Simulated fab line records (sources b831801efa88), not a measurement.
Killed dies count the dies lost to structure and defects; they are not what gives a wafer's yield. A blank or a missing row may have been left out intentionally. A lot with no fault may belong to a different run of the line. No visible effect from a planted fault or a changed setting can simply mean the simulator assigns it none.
Which tool is to blame? -- flow sky130 -- 6 lots, 17 wafers sampled, at 2 steps of a route of 708

WHAT THE GAUGES READ, wafer by wafer
SKY_CAP2M_THK_MEAS_04: measures by xrf.
lot,measured,on,CAP2M_TIN_THK (nm)
L958,day 40 23:24,film metro-03,202.9 204.8 201.9
L962,day 41 14:28,film metro-03,200.3 195.6 196.8
L964,day 42 07:55,film metro-04,201.9 200.5 200.6
L968,day 43 01:30,film metro-03,196.7 198.5 198.0
L975,day 45 06:29,film metro-01,200.8 199.1 198.6
L980,day 46 03:52,film metro-01,202.4 203.0

WHAT TOOL EACH LOT RAN ON (gives the tool, then ch and the chambers of the sampled wafers, and finally the start)
lot,SKY_VIA2_HDPCVD_00
L958,"hdpcvd-02 ch 0,1, day 36 11:26"
L962,"hdpcvd-01 ch 1,2, day 37 02:59"
L964,"hdpcvd-01 ch 0,2, day 37 23:10"
L968,"hdpcvd-02 ch 0,1,2, day 38 16:56"
L975,"hdpcvd-01 ch 0,2, day 41 04:20"
L980,"hdpcvd-02 ch 1,2, day 42 04:13"
- SKY_VIA2_HDPCVD_00: deposits SiO2, target thk 1180 nm, time 196.7 s.

THE ANSWER, worked out from the rows above alone
Rule: usual is defined by the lots themselves. Put in order of their means at a reading, lots are off if they are a third of the lots or fewer, leave a main group of 4 or more, and stand apart from it by a gap of 3 or more times the standard deviation of the main group's means; of several such gaps the widest counts. The tables above print the reading to a certain number of digits; a main group whose means all agree to those digits is not used. A lot without any number at a reading at which 4 lots or more have one is off too. Any other lot the step has rows for is counted as sound.
None of the lots is off at any reading shown; this tells nothing.

WHAT THE SIMULATOR HAD PUT IN
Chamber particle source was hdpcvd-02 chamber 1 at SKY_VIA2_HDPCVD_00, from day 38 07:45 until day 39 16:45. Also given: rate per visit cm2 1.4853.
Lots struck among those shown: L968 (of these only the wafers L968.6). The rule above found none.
